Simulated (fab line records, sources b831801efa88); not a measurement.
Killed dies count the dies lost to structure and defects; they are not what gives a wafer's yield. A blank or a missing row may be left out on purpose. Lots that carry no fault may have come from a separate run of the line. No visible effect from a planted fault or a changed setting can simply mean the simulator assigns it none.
Check of tool commonality || flow gf180mcu || Lots sampled 12, wafers sampled 36

WHAT PROMPTED THE OPENING
At GF_LVPWELL_TW_MEAS_11 the reading LVPWELL_TW is flagged on 3 of 12 lots. No-fault wafers: 556, standard deviation 5.7.
Rule: a lot gets a flag if all its wafers with a number sit over 4 standard deviations from that mean, or if no wafer of it has a number. The rest of the lots are taken to be sound.

{"lot": "L220", "measured": "day 4 07:29", "on": "film_metro-04", "LVPWELL_TW, wafer by wafer": "564 563 561", "flag": ""}
{"lot": "L222", "measured": "day 4 16:02", "on": "film_metro-02", "LVPWELL_TW, wafer by wafer": "553 554 552", "flag": ""}
{"lot": "L228", "measured": "day 5 18:24", "on": "film_metro-02", "LVPWELL_TW, wafer by wafer": "547 545 550", "flag": ""}
{"lot": "L229", "measured": "day 5 23:22", "on": "film_metro-03", "LVPWELL_TW, wafer by wafer": "672 669 670", "flag": "FLAGGED"}
{"lot": "L231", "measured": "day 6 11:50", "on": "film_metro-02", "LVPWELL_TW, wafer by wafer": "548 548 548", "flag": ""}
{"lot": "L234", "measured": "day 7 04:09", "on": "film_metro-02", "LVPWELL_TW, wafer by wafer": "659 661 663", "flag": "FLAGGED"}
{"lot": "L236", "measured": "day 7 15:42", "on": "film_metro-04", "LVPWELL_TW, wafer by wafer": "674 675 678", "flag": "FLAGGED"}
{"lot": "L239", "measured": "day 8 09:19", "on": "film_metro-02", "LVPWELL_TW, wafer by wafer": "553 550 552", "flag": ""}
{"lot": "L240", "measured": "day 8 12:38", "on": "film_metro-04", "LVPWELL_TW, wafer by wafer": "563 564 564", "flag": ""}
{"lot": "L241", "measured": "day 8 22:28", "on": "film_metro-03", "LVPWELL_TW, wafer by wafer": "556 561 557", "flag": ""}
{"lot": "L242", "measured": "day 9 00:23", "on": "film_metro-02", "LVPWELL_TW, wafer by wafer": "557 557 551", "flag": ""}
{"lot": "L243", "measured": "day 9 04:58", "on": "film_metro-03", "LVPWELL_TW, wafer by wafer": "565 561 562", "flag": ""}
Average over the flagged lots: 669; offset from the usual +113, equal to +20 standard deviations.

EACH LOT AND THE TOOL IT RAN ON
The record keeps 1 process step preceding the reading, out of 602 steps on the route. Read each cell as the tool, then ch plus the chambers that the sampled wafers visited, then the start.
{"lot": "L220", "flag": "", "GF_LVPWELL_IMPLANT_08": "implanter-01 ch 0, day 4 07:05"}
{"lot": "L222", "flag": "", "GF_LVPWELL_IMPLANT_08": "implanter-04 ch 0, day 4 15:38"}
{"lot": "L228", "flag": "", "GF_LVPWELL_IMPLANT_08": "implanter-02 ch 0, day 5 18:01"}
{"lot": "L229", "flag": "FLAGGED", "GF_LVPWELL_IMPLANT_08": "implanter-01 ch 0, day 5 22:40"}
{"lot": "L231", "flag": "", "GF_LVPWELL_IMPLANT_08": "implanter-01 ch 0, day 6 11:26"}
{"lot": "L234", "flag": "FLAGGED", "GF_LVPWELL_IMPLANT_08": "implanter-02 ch 0, day 7 03:26"}
{"lot": "L236", "flag": "FLAGGED", "GF_LVPWELL_IMPLANT_08": "implanter-04 ch 0, day 7 14:59"}
{"lot": "L239", "flag": "", "GF_LVPWELL_IMPLANT_08": "implanter-01 ch 0, day 8 08:55"}
{"lot": "L240", "flag": "", "GF_LVPWELL_IMPLANT_08": "implanter-01 ch 0, day 8 12:14"}
{"lot": "L241", "flag": "", "GF_LVPWELL_IMPLANT_08": "implanter-02 ch 0, day 8 22:04"}
{"lot": "L242", "flag": "", "GF_LVPWELL_IMPLANT_08": "implanter-02 ch 0, day 9 00:00"}
{"lot": "L243", "flag": "", "GF_LVPWELL_IMPLANT_08": "implanter-04 ch 0, day 9 04:34"}
What is done by these steps:
- GF_LVPWELL_IMPLANT_08
- GF_LVPWELL_TW_MEAS_11

FLAGGED AGAINST TOTAL, ONE TOOL AT A TIME (gauges that did the reading follow at the end)
{"step": "GF_LVPWELL_IMPLANT_08", "tool": "implanter-01", "lots run": 5, "flagged": 1, "share of the flagged lots": "some", "sound lots run after its first flagged lot": "3 (L231,L239,L240)"}
{"step": "GF_LVPWELL_IMPLANT_08", "tool": "implanter-02", "lots run": 4, "flagged": 1, "share of the flagged lots": "some", "sound lots run after its first flagged lot": "2 (L241,L242)"}
{"step": "GF_LVPWELL_IMPLANT_08", "tool": "implanter-04", "lots run": 3, "flagged": 1, "share of the flagged lots": "some", "sound lots run after its first flagged lot": "1 (L243)"}
{"step": "GF_LVPWELL_TW_MEAS_11", "tool": "film_metro-02", "lots run": 6, "flagged": 1, "share of the flagged lots": "some", "sound lots run after its first flagged lot": "2 (L239,L242)"}
{"step": "GF_LVPWELL_TW_MEAS_11", "tool": "film_metro-03", "lots run": 3, "flagged": 1, "share of the flagged lots": "some", "sound lots run after its first flagged lot": "2 (L241,L243)"}
{"step": "GF_LVPWELL_TW_MEAS_11", "tool": "film_metro-04", "lots run": 3, "flagged": 1, "share of the flagged lots": "some", "sound lots run after its first flagged lot": "1 (L240)"}

THE TABLE: WHAT IT ALLOWS
No row of the table ran every flagged lot.

WHAT HAD BEEN PUT IN BY THE SIMULATOR
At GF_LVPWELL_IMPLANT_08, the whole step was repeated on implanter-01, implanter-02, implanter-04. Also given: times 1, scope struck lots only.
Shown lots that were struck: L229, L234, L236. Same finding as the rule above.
